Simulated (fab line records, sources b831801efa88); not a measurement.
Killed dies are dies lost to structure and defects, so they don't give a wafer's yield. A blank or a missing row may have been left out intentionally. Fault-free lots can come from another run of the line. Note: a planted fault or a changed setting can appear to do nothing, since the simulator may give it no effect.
Which of the tools did it? | flow gf180mcu | 42 wafers from 14 lots sampled at 5 of the route's 602 steps

WHAT THE GAUGES READ, wafer by wafer
GF_M5_CD_MEAS_07: the cd target is 280 nm.
lot  | measured     | on        | cd_nm (nm)
L156 | day 26 06:32 | cd_sem-01 | 279.5 280.9 282.1
L160 | day 27 15:13 | cd_sem-02 | 280.5 280.9 280.6
L159 | day 27 18:07 | cd_sem-01 | 280.0 280.9 281.2
L161 | day 28 00:32 | cd_sem-01 | 281.3 280.4 280.7
L165 | day 29 03:52 | cd_sem-02 | 280.4 279.0 278.6
L166 | day 29 14:19 | cd_sem-02 | 279.3 280.1 280.0
L168 | day 29 23:40 | cd_sem-01 | 280.5 279.8 280.8
L171 | day 30 16:55 | cd_sem-01 | 282.7 282.5 282.9
L172 | day 30 20:49 | cd_sem-01 | 281.5 281.0 283.0
L173 | day 31 03:05 | cd_sem-01 | 279.3 280.7 280.5
L174 | day 31 14:42 | cd_sem-01 | 278.6 278.1 278.7
L175 | day 31 15:55 | cd_sem-01 | 278.9 278.2 280.9
L178 | day 32 10:38 | cd_sem-01 | 280.4 279.3 279.9
L179 | day 32 20:34 | cd_sem-02 | 279.2 278.5 279.1

GF_V5_CD_MEAS_14: the cd target is 260 nm.
lot  | measured     | on        | cd_nm (nm)
L156 | day 27 04:35 | cd_sem-01 | 260.4 261.7 260.6
L160 | day 28 12:22 | cd_sem-01 | 258.9 258.5 260.5
L159 | day 28 15:01 | cd_sem-01 | 259.3 259.7 259.1
L161 | day 28 21:11 | cd_sem-01 | 258.4 259.1 259.7
L165 | day 30 00:01 | cd_sem-01 | 258.8 259.2 258.0
L166 | day 30 10:28 | cd_sem-02 | 292.6 291.2 293.1
L168 | day 30 18:19 | cd_sem-01 | 292.4 294.8 293.7
L171 | day 31 12:01 | cd_sem-02 | 259.9 261.0 258.6
L172 | day 31 16:34 | cd_sem-01 | 262.1 262.3 261.8
L173 | day 31 22:25 | cd_sem-01 | 259.4 258.8 257.8
L174 | day 32 09:21 | cd_sem-01 | 260.4 260.8 259.0
L175 | day 32 10:18 | cd_sem-02 | 260.4 260.5 260.4
L178 | day 33 04:19 | cd_sem-02 | 259.7 259.2 258.0
L179 | day 33 13:28 | cd_sem-02 | 260.0 260.3 260.0

GF_V5_THK_MEAS_25: measures by xrf.
lot  | measured     | on            | V5_W_THK (nm)
L156 | day 27 05:52 | film_metro-01 | 350 343 344
L160 | day 28 13:34 | film_metro-02 | 352 352 353
L159 | day 28 16:11 | film_metro-04 | 338 346 342
L161 | day 28 22:26 | film_metro-01 | 349 347 348
L165 | day 30 01:11 | film_metro-02 | 352 345 344
L166 | day 30 11:39 | film_metro-01 | 349 343 354
L168 | day 30 21:01 | film_metro-02 | 356 349 361
L171 | day 31 13:11 | film_metro-01 | 351 348 351
L172 | day 31 17:45 | film_metro-02 | 346 350 343
L173 | day 31 23:34 | film_metro-02 | 346 351 344
L174 | day 32 10:37 | film_metro-01 | 342 349 340
L175 | day 32 11:28 | film_metro-02 | 352 353 360
L178 | day 33 05:29 | film_metro-02 | 350 349 347
L179 | day 33 14:38 | film_metro-02 | 356 351 357

TOOL THAT RAN EACH LOT (tool first, then ch and the chambers of the sampled wafers, then the start)
lot  | GF_V5_SOFTBAKE_10                 | GF_V5_STRIP_18
L156 | litho_track-02 ch 0, day 26 18:00 | plasma_asher-04 ch 0,1, day 27 04:52
L160 | litho_track-04 ch 0, day 28 02:00 | plasma_asher-04 ch 1, day 28 12:40
L159 | litho_track-04 ch 0, day 28 05:00 | plasma_asher-03 ch 0,1, day 28 15:19
L161 | litho_track-02 ch 0, day 28 11:00 | plasma_asher-01 ch 1, day 28 21:28
L165 | litho_track-02 ch 0, day 29 14:00 | plasma_asher-01 ch 0,1, day 30 00:19
L166 | litho_track-04 ch 0, day 30 01:00 | plasma_asher-03 ch 0,1, day 30 10:46
L168 | litho_track-04 ch 0, day 30 09:00 | plasma_asher-04 ch 0,1, day 30 18:37
L171 | litho_track-02 ch 0, day 31 03:00 | plasma_asher-04 ch 0,1, day 31 12:19
L172 | litho_track-02 ch 0, day 31 07:00 | plasma_asher-01 ch 0, day 31 16:52
L173 | litho_track-01 ch 0, day 31 13:00 | plasma_asher-01 ch 0,1, day 31 22:42
L174 | litho_track-02 ch 0, day 32 00:00 | plasma_asher-04 ch 0,1, day 32 09:39
L175 | litho_track-01 ch 0, day 32 01:00 | plasma_asher-04 ch 0,1, day 32 10:37
L178 | litho_track-01 ch 0, day 32 20:00 | plasma_asher-03 ch 0,1, day 33 04:37
L179 | litho_track-02 ch 0, day 33 05:00 | plasma_asher-04 ch 0,1, day 33 13:46
- GF_V5_SOFTBAKE_10: time 60 s.
- GF_V5_STRIP_18: strips in O2/N2.

WHAT THE TOOLS THEMSELVES READ (means of the sampled wafers that have a number; where no wafer has one, the mark that the record gives instead)
GF_V5_SOFTBAKE_10.
lot  | tool           | chill_plate_temp_C (C) | heater_power_total_W (W) | plate_temp_C (C)
L156 | litho_track-02 | 22.86                  | 93.10                    | 130.05
L160 | litho_track-04 | 23.00                  | 93.04                    | 129.95
L159 | litho_track-04 | 23.05                  | 93.09                    | 129.83
L161 | litho_track-02 | 23.16                  | 93.07                    | 130.09
L165 | litho_track-02 | 22.99                  | 93.07                    | 130.09
L166 | litho_track-04 | 22.90                  | 101.98                   | 139.60
L168 | litho_track-04 | 23.00                  | 102.02                   | 139.65
L171 | litho_track-02 | 23.12                  | 93.05                    | 129.90
L172 | litho_track-02 | 22.97                  | 92.98                    | 130.03
L173 | litho_track-01 | 23.08                  | 93.08                    | 130.22
L174 | litho_track-02 | 22.96                  | 93.05                    | 130.00
L175 | litho_track-01 | 23.01                  | 93.11                    | 129.91
L178 | litho_track-01 | 23.11                  | 93.06                    | 130.13
L179 | litho_track-02 | 23.00                  | 93.07                    | 129.95

GF_V5_STRIP_18.
lot  | tool            | drypump_motor_current_A (A) | heater_power_w (W) | oes_product_au (a.u.)
L156 | plasma_asher-04 | 5.1                         | 349                | 0.572
L160 | plasma_asher-04 | 4.9                         | 325                | 0.573
L159 | plasma_asher-03 | 5.3                         | 365                | 0.569
L161 | plasma_asher-01 | 6.0                         | 288                | 0.566
L165 | plasma_asher-01 | 6.0                         | 304                | 0.568
L166 | plasma_asher-03 | 5.2                         | 399                | 0.564
L168 | plasma_asher-04 | 5.1                         | 351                | 0.561
L171 | plasma_asher-04 | 5.1                         | 350                | 0.567
L172 | plasma_asher-01 | 5.9                         | 330                | 0.559
L173 | plasma_asher-01 | 6.0                         | 317                | 0.564
L174 | plasma_asher-04 | 5.1                         | 350                | 0.572
L175 | plasma_asher-04 | 5.3                         | 380                | 0.570
L178 | plasma_asher-03 | 5.1                         | 395                | 0.568
L179 | plasma_asher-04 | 5.1                         | 351                | 0.571

THE ANSWER, worked out from the rows above alone
Rule: the usual values come from the lots themselves. The widest of any qualifying gaps counts: lots, ordered by their means at a reading, are off when they make up no more than a third of the lots, leave a main group of 4 or more, and stand apart from it by 3 or more times the standard deviation of that group's means. The tables above print the reading to a certain number of digits; a main group whose means all agree to those digits is not used. A lot without any number at a reading at which 4 lots or more have one is off too. All remaining lots with rows at the step are treated as sound. The gauges are gone through in route order, then the tools' own readings, and for those a lot's mean is taken as printed above. At the first step where some lot is off, the reading lying furthest off is the one used; lots without a number count as furthest.
Off: L166, L168, at GF_V5_CD_MEAS_14 (cd_nm). The main group: mean 259.8 nm, standard deviation 0.96.
A tool fits if, at a process step before that reading, it ran every lot that is off, and no sound lot after the first of them. Not tried: the gauges at GF_V5_CD_MEAS_14; whatever is off there is also off at GF_V5_SOFTBAKE_10, on other tools, and gauge error can't account for it. One candidate fits, namely litho_track-04 at GF_V5_SOFTBAKE_10. A fault onset in the window from L159 (day 28 05:00, its last sound lot) to L166 (day 30 01:00, its first lot off) fits.
The tool's own readings at GF_V5_SOFTBAKE_10 bear it out: on the lots that are off they differ by more than 5 times the standard deviation of the sound lots' means. heater_power_total_W reads 102.00 W there against 93.06 W on the sound lots; plate_temp_C reads 139.62 C there against 130.01 C on the sound lots.

WHAT HAD BEEN PUT IN BY THE SIMULATOR
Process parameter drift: litho_track-04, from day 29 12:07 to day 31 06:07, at GF_V5_SOFTBAKE_10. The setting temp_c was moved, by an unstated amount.
Shown lots that were struck: L166, L168. The rule above found the same.
